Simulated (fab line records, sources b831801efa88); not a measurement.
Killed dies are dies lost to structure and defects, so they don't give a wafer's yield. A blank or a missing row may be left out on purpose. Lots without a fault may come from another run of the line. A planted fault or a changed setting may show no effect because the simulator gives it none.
fab line records | flow gf180mcu
record lots=5 wafers=15 last_day=34
route steps=602 shown M1@322 V1@335
lots that met no fault: from a run of the same line without faults
start_h: hours from the record's first day to the start of the lot's first wafer shown | wait_h: hours since the lot's step before | " the same as in the row above | L1.1+2: a row that stands for several wafers | - no value, or no start given | * or withheld: withheld | < > ~ a bound
route shown NAME@n: a module of which the file shows steps, and the number in the route of the first | usual: mean/standard deviation of fault-free wafers | same: alike in all rows | chamber/n: place in a boat | sites: the reading at each site | _std_site: their standard deviation | _edge_site: outer sites' mean less inner sites' | radius_mm: how far each site lies from the wafer's centre | mask NAME#n: copy n | behind: the tool/chamber that last shaped the wafer | hold: why the lot was held/for how many hours/how that ended | device: the transistor (n, p or np) that didn't switch | end of line: the same wafers' tests at the end of the route | a step without rows: its recipe alone | killed: dies lost to structure and defects at the first sort, not the wafer's yield | map: a wafer's dies, x killed, . not, _ none there
set.NAME: the setting as run; set.NAME@STEP: as run at that earlier step | model.NAME: the simulator's own value behind a step, which no gauge read
lots at some steps of the route; a table a step, a row a wafer
services: from which hour (start_h, from the record's first day; less than 0 if before it) a tool's chamber was out of use, for how many hours, and why
## steps
# step GF_M1_DEHYDRATE_07
# recipe temp_c=200 time_s=60
# columns lot.wafer tool chamber start_h wait_h
L083.1+2+5 litho_track-04 0 462.59 12.0
L085.2+4+5 litho_track-04 0 475.96 11.0
L086.1+4+5 litho_track-02 0 484.45 11.6
L092.3+4+5 litho_track-02 0 534.65 10.8
L096.2+3+4 litho_track-04 0 562.91 10.4
# step GF_M1_HMDS_08
# recipe prime_time_s=60 prime_temp_c=120
# columns lot.wafer tool chamber start_h wait_h
L083.1+2+5 litho_track-04 0 462.74 0.1
L085.2+4+5 litho_track-04 0 476.11 0.1
L086.1+4+5 litho_track-02 0 484.60 0.1
L092.3+4+5 litho_track-02 0 534.80 0.1
L096.2+3+4 litho_track-04 0 563.06 0.1
# step GF_M1_COAT_09
# recipe resist=KrF spin_rpm=withheld resist_thk_nm=1000
# columns lot.wafer tool chamber start_h wait_h
L083.1+2+5 litho_track-04 0 462.89 0.1
L085.2+4+5 litho_track-04 0 476.26 0.1
L086.1+4+5 litho_track-02 0 484.75 0.1
L092.3+4+5 litho_track-02 0 534.95 0.1
L096.2+3+4 litho_track-04 0 563.21 0.1
# step GF_M1_SOFTBAKE_10
# recipe temp_c=130 time_s=58.88 resist=KrF
# columns lot.wafer tool chamber start_h wait_h
L083.1+2+5 litho_track-04 0 463.04 0.1
L085.2+4+5 litho_track-04 0 476.41 0.1
L086.1+4+5 litho_track-02 0 484.90 0.1
L092.3+4+5 litho_track-02 0 535.10 0.1
L096.2+3+4 litho_track-04 0 563.36 0.1
# step GF_M1_EXPOSE_11
# recipe mask_id=Metal1 target_cd_nm=230 na=0.68 source_shape=conventional sigma_outer=0.6 dose_mj=28
# same na=0.68
# columns lot.wafer tool chamber start_h wait_h mask
L083.1+2+5 krf_scanner-02 0 - - Metal1#0
L085.2+4+5 krf_scanner-01 0 - - Metal1#0
L086.1+4+5 krf_scanner-01 0 - - Metal1#0
L092.3+4+5 krf_scanner-01 0 - - Metal1#0
L096.2+3+4 krf_scanner-01 0 - - Metal1#0
# step GF_M1_PEB_12
# recipe peb_temp_c=135 peb_time_s=90 resist=KrF
# columns lot.wafer tool chamber start_h wait_h
L083.1+2+5 litho_track-02 0 - -
L085.2+4+5 litho_track-01 0 - -
L086.1+4+5 litho_track-04 0 - -
L092.3+4+5 litho_track-04 0 - -
L096.2+3+4 litho_track-01 0 - -
# step GF_M1_DEVELOP_13
# recipe develop_time_s=60 dev_temp_c=21
# columns lot.wafer tool chamber start_h wait_h
L083.1+2+5 litho_track-02 0 474.50 0.2
L085.2+4+5 litho_track-01 0 488.50 0.2
L086.1+4+5 litho_track-04 0 496.34 0.2
L092.3+4+5 litho_track-04 0 546.24 0.1
L096.2+3+4 litho_track-01 0 573.49 0.2
# step GF_M1_CD_MEAS_14
# recipe target_cd_nm=230
# usual cd_nm=229.9/1.2
# columns lot.wafer tool chamber start_h wait_h cd_nm
L083.1 cd_sem-01 - 474.65 0.1 232.6
L083.2 " - " " 231.0
L083.5 " - " " 230.3
L085.2 cd_sem-02 - 488.64 0.1 230.6
L085.4 " - " " 232.3
L085.5 " - " " 230.4
L086.1 cd_sem-01 - 496.49 0.1 229.7
L086.4 " - " " 229.3
L086.5 " - " " 230.5
L092.3 cd_sem-02 - 546.38 0.1 229.1
L092.4 " - " " 230.4
L092.5 " - " " 228.1
L096.2 cd_sem-01 - 573.64 0.1 230.3
L096.3 " - " " 229.8
L096.4 " - " " 230.3
# step GF_M1_OVL_MEAS_15
# usual M1_OVL=1/5.9
# columns lot.wafer tool chamber start_h wait_h M1_OVL[nm]
L083.1 overlay-02 - 474.77 0.1 -6
L083.2 " - " " -7
L083.5 " - " " -6
L085.2 overlay-02 - 488.75 0.1 8
L085.4 " - " " 9
L085.5 " - " " 2
L086.1 overlay-02 - 496.61 0.1 10
L086.4 " - " " 6
L086.5 " - " " 9
L092.3 overlay-02 - 546.47 0.1 0
L092.4 " - " " -13
L092.5 " - " " -1
L096.2 overlay-02 - 573.75 0.1 3
L096.3 " - " " 0
L096.4 " - " " 4
# step GF_M1_METAL_ETCH_16
# recipe chemistry=Cl2/BCl3 mask_material=KrF target_depth_nm=750.8 stop_on=SiO2 pressure_mtorr=8 icp_w=800 bias_w=140 Cl2_flow_sccm=80 bcl3_flow_sccm=40 time_s=125.1
# usual chamber_pressure_mTorr=8.000/0.0075 drypump_motor_current_A=5.72/0.29 mfc_cl2_sccm=80.01/0.22 oes_product_au=0.989/0.0059 throttle_valve_pct=28.232/0.0095
# columns lot.wafer tool chamber start_h wait_h chamber_pressure_mTorr drypump_motor_current_A mfc_cl2_sccm oes_product_au rf_hours_counter_h throttle_valve_pct
L083.1 rie_metal-03 0 474.80 0.0 7.997 5.26 80.05 0.991 2 28.228
L083.2 " 1 " " 7.993 5.63 79.83 0.980 10 28.228
L083.5 " 1 " " 7.999 5.62 79.79 0.992 - 28.233
L085.2 rie_metal-01 1 488.78 0.0 7.996 6.01 80.10 0.987 10 28.233
L085.4 " 0 " " 8.007 5.84 79.94 0.991 - 28.236
L085.5 " 0 " " 7.994 5.84 79.70 0.988 - 28.237
L086.1 rie_metal-01 1 496.64 0.0 8.013 6.00 80.07 0.987 10 28.228
L086.4 " 1 " " 7.982 6.00 80.09 0.996 - 28.234
L086.5 " 0 " " 8.003 5.83 79.67 0.991 - 28.251
L092.3 rie_metal-01 0 546.54 0.1 8.001 5.82 80.15 0.989 - 28.220
L092.4 " 1 " " 7.994 6.04 80.40 0.993 - 28.230
L092.5 " 1 " " 7.997 6.01 80.20 0.991 - 28.231
L096.2 rie_metal-04 0 573.78 0.0 8.000 5.73 80.12 0.984 12 28.239
L096.3 " 0 " " 8.002 5.69 80.14 0.984 - 28.229
L096.4 " 1 " " 8.000 6.20 80.03 0.991 - 28.242
# step GF_M1_STRIP_17
# recipe chemistry=O2/N2 power_w=1400 pressure_mtorr=1500 platen_temp_c=250 o2_flow_sccm=3000 n2_flow_sccm=300 overash_fraction=0.5
# usual chamber_pressure_mTorr=1500.0/1.3 drypump_motor_current_A=5.75/0.23 heater_power_w=328/38 oes_product_au=0.538/0.0053 strip_time_to_endpoint_s=7.40/0.046
# columns lot.wafer tool chamber start_h wait_h chamber_pressure_mTorr drypump_motor_current_A heater_power_w oes_product_au rf_hours_counter_h strip_time_to_endpoint_s
L083.1 plasma_asher-04 0 474.93 0.1 1497.3 6.10 300 0.535 5 7.41
L083.2 " 1 " " 1500.8 6.00 338 0.545 5 7.42
L083.5 " 0 " " 1499.0 6.10 310 0.537 - 7.39
L085.2 plasma_asher-04 1 488.91 0.1 1498.5 6.02 336 0.547 6 7.40
L085.4 " 1 " " 1500.3 6.03 340 0.533 - 7.41
L085.5 " 0 " " 1501.6 6.11 305 0.535 - 7.43
L086.1 plasma_asher-01 0 496.77 0.1 1500.4 5.73 293 0.538 41 7.43
L086.4 " 1 " " 1500.3 5.61 394 0.542 - 7.42
L086.5 " 0 " " 1500.1 5.76 287 0.532 - 7.44
L092.3 plasma_asher-01 1 546.66 0.1 1498.5 5.59 385 0.542 - 7.34
L092.4 " 0 " " 1499.2 5.73 288 0.532 - 7.33
L092.5 " 0 " " 1500.2 5.78 290 0.542 - 7.36
L096.2 plasma_asher-03 0 573.90 0.1 1500.8 5.75 288 0.545 93 7.46
L096.3 " 0 " " 1498.8 5.74 290 0.538 - 7.45
L096.4 " 1 " " 1500.1 5.43 345 0.547 - 7.49
# step GF_M1_STRIP_18
# recipe chemistry=post_etch_residue_remover time_s=1200 temp_c=72.5
# usual bath_heat_duty_pct=14.5/1.2
# columns lot.wafer tool chamber start_h wait_h bath_heat_duty_pct
L083.1 wet_bench-04 3 475.03 0.1 13.6
L083.2 " 3 " " 14.8
L083.5 " 3 " " 13.9
L085.2 wet_bench-03 3 489.01 0.1 13.4
L085.4 " 3 " " 13.9
L085.5 " 3 " " 13.7
L086.1 wet_bench-04 1 496.87 0.1 15.9
L086.4 " 1 " " 14.1
L086.5 " 1 " " 14.5
L092.3 wet_bench-04 0 546.72 0.0 16.7
L092.4 " 0 " " 16.4
L092.5 " 0 " " 15.4
L096.2 wet_bench-01 0 574.00 0.1 13.9
L096.3 " 0 " " 13.9
L096.4 " 0 " " 13.3
# step GF_M1_CLEAN_19
# recipe chemistry=DIW dry=n2_spin
# columns lot.wafer tool chamber start_h wait_h
L083.1+2+5 wet_bench-03 0 475.38 0.0
L085.2+4+5 wet_bench-04 0 489.38 0.0
L086.1+4+5 wet_bench-01 0 497.28 0.0
L092.3+4+5 wet_bench-01 2 547.06 0.0
L096.2+3+4 wet_bench-04 3 574.35 0.0
# step GF_V1_CVD_00
# recipe material=SiO2 target_thk_nm=600 sigma_open_frac=0.3 temp_c=400 time_s=100 sih4_flow_sccm=60 pressure_mtorr=6
# columns lot.wafer tool chamber start_h wait_h
L083.1+2+5 hdpcvd-01 0,2,2 475.47 0.0
L085.2+4+5 hdpcvd-02 2,2,0 489.48 0.0
L086.1+4+5 hdpcvd-01 1,0,1 497.37 0.0
L092.3+4+5 hdpcvd-02 2,2,0 547.16 0.0
L096.2+3+4 hdpcvd-01 2,0,0 574.44 0.0
# step GF_V1_THK_MEAS_01
# recipe reads=SiO2_of_V1_CVD_00
# usual V1_CVD_00_THK=601/5.3
# columns lot.wafer tool chamber start_h wait_h V1_CVD_00_THK[nm]
L083.1 film_metro-03 - 475.54 0.0 601
L083.2 " - " " 602
L083.5 " - " " 601
L085.2 film_metro-03 - 489.56 0.0 598
L085.4 " - " " 594
L085.5 " - " " 601
L086.1 film_metro-02 - 497.44 0.0 598
L086.4 " - " " 602
L086.5 " - " " 593
L092.3 film_metro-02 - 547.25 0.1 600
L092.4 " - " " 596
L092.5 " - " " 603
L096.2 film_metro-02 - 574.52 0.0 600
L096.3 " - " " 600
L096.4 " - " " 595
# step GF_V1_CVD_02
# recipe material=SiO2 target_thk_nm=850 precursor=TEOS temp_c=400 time_s=94.851 rf_w=600
# usual heater_power_w=689/67
# columns lot.wafer tool chamber start_h wait_h heater_power_w
L083.1 pecvd-03 1 475.60 0.1 747
L083.2 " 0 " " 614
L083.5 " 1 " " 606
L085.2 pecvd-04 0 489.61 0.0 675
L085.4 " 0 " " 734
L085.5 " 2 " " 725
L086.1 pecvd-03 2 497.50 0.1 649
L086.4 " 2 " " 661
L086.5 " 0 " " 640
L092.3 pecvd-02 2 547.29 0.0 676
L092.4 " 1 " " 631
L092.5 " 0 " " 639
L096.2 pecvd-03 1 574.57 0.0 738
L096.3 " 0 " " 568
L096.4 " 0 " " 613
# step GF_V1_THK_MEAS_03
# recipe reads=SiO2_of_V1_CVD_02
# usual V1_CVD_02_THK=850/10
# columns lot.wafer tool chamber start_h wait_h V1_CVD_02_THK[nm]
L083.1 film_metro-02 - 475.67 0.0 845
L083.2 " - " " 835
L083.5 " - " " 869
L085.2 film_metro-04 - 489.69 0.0 849
L085.4 " - " " 855
L085.5 " - " " 851
L086.1 film_metro-04 - 497.57 0.0 850
L086.4 " - " " 856
L086.5 " - " " 850
L092.3 film_metro-04 - 547.38 0.1 842
L092.4 " - " " 858
L092.5 " - " " 857
L096.2 film_metro-04 - 574.65 0.0 846
L096.3 " - " " 851
L096.4 " - " " 861
# step GF_V1_CMP_04
# recipe material=SiO2 down_force_psi=4 platen_rpm=60 pad_velocity_m_s=0.94248
# usual motor_current_A=12.1/0.97 retaining_ring_pressure_frac=1.000/0.0045 time_to_endpoint_s=80/4.3
# columns lot.wafer tool chamber start_h wait_h motor_current_A retaining_ring_pressure_frac time_to_endpoint_s
L083.2 cmp-01 1 475.83 0.1 11.5 1.010 74
L083.1 " 2 " " 12.9 1.000 78
L083.5 " 3 " " 13.0 0.999 90
L085.2 cmp-01 3 489.79 0.1 12.8 0.997 77
L085.4 " 0 " " 10.6 0.994 82
L085.5 " 2 " " 12.5 1.006 79
L086.1 cmp-01 1 497.63 0.1 11.4 0.999 78
L086.4 " 0 " " 11.1 1.007 83
L086.5 " 1 " " 12.2 1.000 79
L092.3 cmp-01 3 547.42 0.0 13.6 0.995 79
L092.4 " 0 " " 11.4 0.994 85
L092.5 " 3 " " 13.9 1.005 84
L096.4 cmp-02 2 574.75 0.1 13.1 1.007 83
L096.3 " 3 " " 10.9 1.006 87
L096.2 " 0 " " 12.2 0.996 82
# step GF_V1_BOW_MEAS_05
# recipe mode=bow
# usual V1_BOW=81/7.1
# columns lot.wafer tool chamber start_h wait_h V1_BOW[um]
L083.1 film_metro-03 - 476.03 0.1 88
L083.2 " - " " 92
L083.5 " - " " 75
L085.2 film_metro-04 - 490.06 0.2 79
L085.4 " - " " 94
L085.5 " - " " 76
L086.1 film_metro-03 - 497.93 0.2 63
L086.4 " - " " 89
L086.5 " - " " 93
L092.3 film_metro-02 - 547.76 0.3 75
L092.4 " - " " 84
L092.5 " - " " 90
L096.2 film_metro-02 - 575.02 0.1 79
L096.3 " - " " 86
L096.4 " - " " 90
# step GF_V1_DEHYDRATE_06
# recipe temp_c=200 time_s=60
# columns lot.wafer tool chamber start_h wait_h
L083.1+2+5 litho_track-03 0 487.11 11.1
L085.2+4+5 litho_track-01 0 501.30 11.2
L086.1+4+5 litho_track-04 0 509.29 11.3
L092.3+4+5 litho_track-04 0 558.19 10.4
L096.2+3+4 litho_track-03 0 585.38 10.3
# step GF_V1_HMDS_07
# recipe prime_time_s=60 prime_temp_c=120
# columns lot.wafer tool chamber start_h wait_h
L083.1+2+5 litho_track-03 0 487.26 0.1
L085.2+4+5 litho_track-01 0 501.45 0.1
L086.1+4+5 litho_track-04 0 509.44 0.1
L092.3+4+5 litho_track-04 0 558.34 0.1
L096.2+3+4 litho_track-03 0 585.53 0.1
# step GF_V1_COAT_08
# recipe resist=BARC temp_c=withheld time_s=withheld spin_rpm=withheld resist_thk_nm=withheld
# columns lot.wafer tool chamber start_h wait_h
L083.1+2+5 litho_track-03 0 487.41 0.1
L085.2+4+5 litho_track-01 0 501.60 0.1
L086.1+4+5 litho_track-04 0 509.59 0.1
L092.3+4+5 litho_track-04 0 558.49 0.1
L096.2+3+4 litho_track-03 0 585.68 0.1
# step GF_V1_COAT_09
# recipe resist=KrF spin_rpm=withheld resist_thk_nm=1000
# columns lot.wafer tool chamber start_h wait_h
L083.1+2+5 litho_track-03 0 - -
L085.2+4+5 litho_track-01 0 - -
L086.1+4+5 litho_track-04 0 - -
L092.3+4+5 litho_track-04 0 - -
L096.2+3+4 litho_track-03 0 - -
# step GF_V1_SOFTBAKE_10
# recipe temp_c=130 time_s=60 resist=KrF
# columns lot.wafer tool chamber start_h wait_h
L083.1+2+5 litho_track-03 0 - -
L085.2+4+5 litho_track-01 0 - -
L086.1+4+5 litho_track-04 0 - -
L092.3+4+5 litho_track-04 0 - -
L096.2+3+4 litho_track-03 0 - -
# step GF_V1_EXPOSE_11
# recipe mask_id=Via1 target_cd_nm=260 na=0.68 source_shape=conventional sigma_outer=0.6 dose_mj=38
# same na=0.68
# columns lot.wafer tool chamber start_h wait_h mask
L083.1+2+5 krf_scanner-02 0 - - Via1#0
L085.2+4+5 krf_scanner-01 0 - - Via1#0
L086.1+4+5 krf_scanner-02 0 - - Via1#0
L092.3+4+5 krf_scanner-02 0 - - Via1#0
L096.2+3+4 krf_scanner-01 0 - - Via1#0
# step GF_V1_PEB_12
# recipe peb_temp_c=135 peb_time_s=90 resist=KrF
# columns lot.wafer tool chamber start_h wait_h
L083.1+2+5 litho_track-04 0 - -
L085.2+4+5 litho_track-04 0 - -
L086.1+4+5 litho_track-04 0 - -
L092.3+4+5 litho_track-01 0 - -
L096.2+3+4 litho_track-04 0 - -
# step GF_V1_DEVELOP_13
# recipe develop_time_s=60 resist=KrF dev_temp_c=21
# columns lot.wafer tool chamber start_h wait_h
L083.1+2+5 litho_track-04 0 499.59 0.2
L085.2+4+5 litho_track-04 0 513.56 0.2
L086.1+4+5 litho_track-04 0 521.04 0.2
L092.3+4+5 litho_track-01 0 569.27 0.1
L096.2+3+4 litho_track-04 0 595.96 0.2
# step GF_V1_CD_MEAS_14
# recipe target_cd_nm=260
# usual cd_nm=260.0/1
# columns lot.wafer tool chamber start_h wait_h cd_nm
L083.1 cd_sem-01 - 499.74 0.1 260.1
L083.2 " - " " 260.8
L083.5 " - " " 259.4
L085.2 cd_sem-02 - 513.71 0.1 261.8
L085.4 " - " " 261.3
L085.5 " - " " 260.6
L086.1 cd_sem-01 - 521.19 0.1 261.6
L086.4 " - " " 260.5
L086.5 " - " " 261.5
L092.3 cd_sem-02 - 569.41 0.1 260.3
L092.4 " - " " 258.8
L092.5 " - " " 259.8
L096.2 cd_sem-02 - 596.11 0.1 261.4
L096.3 " - " " 259.2
L096.4 " - " " 260.7
# step GF_V1_OVL_MEAS_15
# usual V1_OVL=-2/5.2
# columns lot.wafer tool chamber start_h wait_h V1_OVL[nm]
L083.1 overlay-02 - 499.86 0.1 3
L083.2 " - " " 3
L083.5 " - " " 7
L085.2 overlay-02 - 513.81 0.1 3
L085.4 " - " " 5
L085.5 " - " " 1
L086.1 overlay-02 - 521.31 0.1 2
L086.4 " - " " 8
L086.5 " - " " -1
L092.3 overlay-01 - 569.50 0.1 -8
L092.4 " - " " -11
L092.5 " - " " -8
L096.2 overlay-02 - 596.21 0.1 -6
L096.3 " - " " -9
L096.4 " - " " -5
# step GF_V1_ETCH_16
# recipe chemistry=N2/H2 target_depth_a=withheld overetch_a=withheld time_s=withheld target=BARC ion_energy_ev=200 source_w=500 bias_w=100 pressure_mtorr=30 n2_flow_sccm=100 h2_flow_sccm=200
# usual chamber_pressure_mTorr=30.000/0.023 drypump_motor_current_A=5.9/0.48 oes_product_au=0.855/0.0052 throttle_valve_pct=13.224/0.01
# columns lot.wafer tool chamber start_h wait_h chamber_pressure_mTorr drypump_motor_current_A oes_product_au throttle_valve_pct
L083.1 rie_diel-02 2 499.89 0.0 29.991 6.6 0.854 13.227
L083.2 " 3 " " 30.031 5.8 0.854 13.228
L083.5 " 1 " " 30.013 5.7 0.850 13.220
L085.2 rie_diel-03 0 513.84 0.0 30.003 6.8 0.857 13.229
L085.4 " 3 " " 30.020 6.0 0.853 13.237
L085.5 " 2 " " 30.009 5.4 0.865 13.218
L086.1 rie_diel-01 1 521.34 0.0 29.969 6.0 0.853 13.222
L086.4 " 3 " " 29.998 6.1 0.853 13.217
L086.5 " 1 " " 30.061 6.0 0.865 13.236
L092.3 rie_diel-02 1 569.53 0.0 29.959 5.7 0.852 13.225
L092.4 " 0 " " 29.979 5.8 0.857 13.231
L092.5 " 1 " " 30.027 5.7 0.861 13.214
L096.2 rie_diel-02 0 596.24 0.0 30.008 5.8 0.863 13.242
L096.3 " 2 " " 30.013 6.6 0.861 13.220
L096.4 " 3 " " 29.967 5.8 0.856 13.229
# step GF_V1_ETCH_17
# recipe chemistry=C4F8/O2/Ar mask_material=KrF target=SiO2 stop_on=TiN source_w=1500 bias_w=1200 pressure_mtorr=40 c4f8_flow_sccm=withheld O2_flow_sccm=6 Ar_flow_sccm=300 time_s=withheld target_depth_a=6300
# usual chamber_pressure_mTorr=40.00/0.039 oes_product_au=0.856/0.0043
# columns lot.wafer tool chamber start_h wait_h chamber_pressure_mTorr oes_product_au
L083.1 rie_diel-02 2 - - 40.05 0.852
L083.2 " 3 " " 40.03 0.851
L083.5 " 1 " " 40.03 0.849
L085.2 rie_diel-03 0 - - 40.00 0.851
L085.4 " 3 " " 39.98 0.861
L085.5 " 2 " " 40.02 0.855
L086.1 rie_diel-01 1 - - 40.06 0.865
L086.4 " 3 " " 40.00 0.855
L086.5 " 1 " " 40.02 0.852
L092.3 rie_diel-02 1 - - 40.00 0.859
L092.4 " 0 " " 40.01 0.858
L092.5 " 1 " " 40.04 0.855
L096.2 rie_diel-02 0 - - 39.98 0.852
L096.3 " 2 " " 39.94 0.862
L096.4 " 3 " " 40.02 0.853
# step GF_V1_STRIP_18
# recipe chemistry=O2/N2 power_w=1400 pressure_mtorr=1500 platen_temp_c=250 o2_flow_sccm=3000 n2_flow_sccm=300 overash_fraction=0.5
# usual chamber_pressure_mTorr=1500.0/1.4 drypump_motor_current_A=5.77/0.22 heater_power_w=315/25 oes_product_au=0.592/0.0041
# columns lot.wafer tool chamber start_h wait_h chamber_pressure_mTorr drypump_motor_current_A heater_power_w oes_product_au rf_hours_counter_h
L083.1 plasma_asher-03 0 500.02 - 1500.5 5.76 285 0.588 85
L083.2 " 1 " " 1500.7 5.43 352 0.585 85
L083.5 " 0 " " 1503.0 5.75 287 0.595 -
L085.2 plasma_asher-03 1 513.97 - 1500.3 5.42 351 0.601 86
L085.4 " 0 " " 1498.9 5.77 285 0.591 -
L085.5 " 1 " " 1500.9 5.41 346 0.594 -
L086.1 plasma_asher-03 0 521.47 - 1500.5 5.74 290 0.594 87
L086.4 " 1 " " 1498.4 5.42 353 0.593 -
L086.5 " 0 " " 1498.0 5.74 287 0.598 -
L092.3 plasma_asher-02 0 569.69 - 1499.2 5.63 326 0.596 -
L092.4 " 1 " " 1499.6 5.78 283 0.600 -
L092.5 " 0 " " 1500.0 5.63 321 0.588 -
L096.2 plasma_asher-02 1 596.37 - 1499.9 5.77 282 0.587 81
L096.3 " 1 " " 1498.7 5.75 280 0.592 -
L096.4 " 0 " " 1502.6 5.66 327 0.589 -
# step GF_V1_STRIP_19
# recipe chemistry=post_etch_residue_remover time_s=1200 temp_c=72.5
# usual bath_heat_duty_pct=14.8/1.2
# columns lot.wafer tool chamber start_h wait_h bath_heat_duty_pct
L083.1 wet_bench-04 2 500.12 0.1 14.3
L083.2 " 2 " " 13.5
L083.5 " 2 " " 14.4
L085.2 wet_bench-03 0 514.07 0.1 15.6
L085.4 " 0 " " 15.6
L085.5 " 0 " " 13.8
L086.1 wet_bench-04 1 521.57 0.1 15.8
L086.4 " 1 " " 14.8
L086.5 " 1 " " 15.1
L092.3 wet_bench-02 1 569.75 0.0 15.3
L092.4 " 1 " " 16.3
L092.5 " 1 " " 16.1
L096.2 wet_bench-04 0 596.47 0.1 15.3
L096.3 " 0 " " 16.1
L096.4 " 0 " " 15.5
# step GF_V1_CLEAN_20
# recipe chemistry=DIW dry=n2_spin
# columns lot.wafer tool chamber start_h wait_h
L083.1+2+5 wet_bench-03 3 500.57 0.0
L085.2+4+5 wet_bench-04 3 514.76 0.0
L086.1+4+5 wet_bench-02 3 521.91 0.0
L092.3+4+5 wet_bench-03 3 570.13 0.0
L096.2+3+4 wet_bench-03 3 596.81 0.0
# step GF_V1_SPUTTER_21
# recipe material=Ti target_thk_nm=15 chamber_pressure_pa=5 power_w=2500 substrate_temp_c=200 time_s=80.02
# usual throttle_valve_pct=30.3/0.95
# columns lot.wafer tool chamber start_h wait_h throttle_valve_pct
L083.1 pvd_sputter-01 - 500.75 0.0 29.9
L083.2 " - " " 30.1
L083.5 " - " " 28.7
L085.2 pvd_sputter-01 - 514.85 0.0 29.8
L085.4 " - " " 30.1
L085.5 " - " " 30.1
L086.1 pvd_sputter-01 - 522.01 0.0 30.4
L086.4 " - " " 31.3
L086.5 " - " " 31.2
L092.3 pvd_sputter-01 - 570.22 0.0 31.3
L092.4 " - " " 28.5
L092.5 " - " " 31.1
L096.2 pvd_sputter-02 - 596.91 0.0 31.4
L096.3 " - " " 30.7
L096.4 " - " " 30.1
# step GF_V1_SPUTTER_22
# recipe material=TiN target_thk_nm=10 chamber_pressure_pa=5 power_w=4000 time_s=40
# usual throttle_valve_pct=30.3/0.97
# columns lot.wafer tool chamber start_h wait_h throttle_valve_pct
L083.1 pvd_sputter-01 - 500.81 0.0 29.7
L083.2 " - " " 30.4
L083.5 " - " " 28.5
L085.2 pvd_sputter-01 - 514.91 0.0 29.8
L085.4 " - " " 30.4
L085.5 " - " " 30.1
L086.1 pvd_sputter-01 - 522.07 0.0 30.2
L086.4 " - " " 30.9
L086.5 " - " " 31.1
L092.3 pvd_sputter-01 - 570.28 0.0 30.9
L092.4 " - " " 29.1
L092.5 " - " " 31.4
L096.2 pvd_sputter-02 - 596.97 0.0 31.2
L096.3 " - " " 30.9
L096.4 " - " " 30.2
# step GF_V1_CVD_23
# recipe material=W target_thk_nm=350 time_s=105.05 temp_c=400 pressure_torr=40
# usual heater_power_w=861/88
# columns lot.wafer tool chamber start_h wait_h heater_power_w
L083.1 cvd_w-02 1 500.85 0.0 838
L083.2 " 0 " " 905
L083.5 " 1 " " 851
L085.2 cvd_w-02 0 514.95 0.0 915
L085.4 " 1 " " 831
L085.5 " 1 " " 824
L086.1 cvd_w-01 0 522.11 0.0 943
L086.4 " 0 " " 988
L086.5 " 0 " " 960
L092.3 cvd_w-02 1 570.36 0.1 842
L092.4 " 0 " " 939
L092.5 " 1 " " 838
L096.2 cvd_w-01 0 597.01 0.0 991
L096.3 " 1 " " 722
L096.4 " 0 " " 987
# step GF_V1_RS_MEAS_24
# recipe thk_meas_gauge=four-point-probe reads=W_of_V1_CVD_23+TiN_of_V1_SPUTTER_22+Ti_of_V1_SPUTTER_21
# usual V1_W_RS=0.329/0.0032
# columns lot.wafer tool chamber start_h wait_h V1_W_RS[ohm/sq]
L083.1 film_metro-03 - 500.96 0.1 0.327
L083.2 " - " " 0.330
L083.5 " - " " 0.325
L085.2 film_metro-03 - 515.08 0.1 0.332
L085.4 " - " " 0.327
L085.5 " - " " 0.330
L086.1 film_metro-04 - 522.22 0.1 0.329
L086.4 " - " " 0.334
L086.5 " - " " 0.331
L092.3 film_metro-03 - 570.47 0.1 0.327
L092.4 " - " " 0.331
L092.5 " - " " 0.324
L096.2 film_metro-02 - 597.15 0.1 0.329
L096.3 " - " " 0.332
L096.4 " - " " 0.330
# step GF_V1_THK_MEAS_25
# recipe thk_meas_gauge=xrf reads=W_of_V1_CVD_23
# usual V1_W_THK=331/4.6
# columns lot.wafer tool chamber start_h wait_h V1_W_THK[nm]
L083.1 film_metro-03 - 501.08 0.1 334
L083.2 " - " " 330
L083.5 " - " " 333
L085.2 film_metro-03 - 515.19 0.1 327
L085.4 " - " " 329
L085.5 " - " " 328
L086.1 film_metro-04 - 522.34 0.1 336
L086.4 " - " " 329
L086.5 " - " " 332
L092.3 film_metro-03 - 570.57 0.1 336
L092.4 " - " " 331
L092.5 " - " " 337
L096.2 film_metro-02 - 597.26 0.1 323
L096.3 " - " " 322
L096.4 " - " " 325
# step GF_V1_CMP_26
# recipe stop_on=SiO2 down_force_psi=3.5 platen_rpm=60 t_overpolish_s=15 target_thk_nm=0 pad_velocity_m_s=0.94248
# usual motor_current_A=11.1/0.89 overpolish_run_s=15.000/0.0095 retaining_ring_pressure_frac=0.999/0.0053 time_to_endpoint_s=83.9/2.7
# columns lot.wafer tool chamber start_h wait_h motor_current_A overpolish_run_s retaining_ring_pressure_frac time_to_endpoint_s
L083.1 cmp-01 0 501.19 0.1 9.8 14.990 1.005 85.3
L083.2 " 2 " " 11.2 15.008 1.000 85.2
L083.5 " 0 " " 9.7 15.010 1.000 85.8
L085.2 cmp-01 1 515.24 0.0 11.3 15.000 0.996 82.6
L085.4 " 3 " " 11.3 14.984 0.997 85.6
L085.5 " 2 " " 10.9 15.007 1.001 84.3
L086.4 cmp-01 3 522.40 0.0 12.3 15.000 1.007 85.4
L086.1 " 2 " " 11.5 14.984 0.995 83.3
L086.5 " 0 " " 9.9 15.004 1.002 85.2
L092.3 cmp-02 2 570.71 0.1 11.6 14.993 1.001 83.6
L092.4 " 3 " " 9.5 14.998 1.003 86.3
L092.5 " 1 " " 11.6 14.996 1.004 86.5
L096.3 cmp-02 0 597.36 0.1 11.4 14.987 0.996 82.7
L096.4 " 1 " " 11.5 15.015 0.995 83.1
L096.2 " 2 " " 11.6 14.994 0.998 85.6
## services
# columns tool chamber start_h hours kind
krf_scanner-01 - 447.10 0.8 pm
krf_scanner-02 - 449.66 0.3 repair
krf_scanner-01 - 464.74 1.0 pm
cmp-01 - 466.89 1.9 repair
krf_scanner-01 - 473.04 1.6 repair
krf_scanner-02 - 474.51 0.6 repair
krf_scanner-02 - 483.97 1.3 pm
krf_scanner-02 - 488.10 1.0 pm
krf_scanner-02 - 491.89 4.4 repair
krf_scanner-02 - 493.16 4.4 repair
pvd_sputter-01 - 497.26 0.6 repair
krf_scanner-01 - 512.99 1.3 pm
rie_diel-02 0 525.70 15.2 repair
krf_scanner-02 - 529.89 3.6 pm
rie_diel-02 - 541.66 0.4 repair
rie_diel-02 1 549.86 2.5 repair
rie_diel-02 3 553.07 7.3 repair
cmp-01 - 556.35 4.9 pm
krf_scanner-02 - 562.56 0.8 pm
rie_diel-02 3 563.36 11.2 repair
cmp-01 - 572.14 4.0 pm
cmp-01 - 580.80 0.6 repair
cmp-01 - 591.36 1.2 repair
rie_diel-02 3 596.66 32.4 repair
## key
fault none
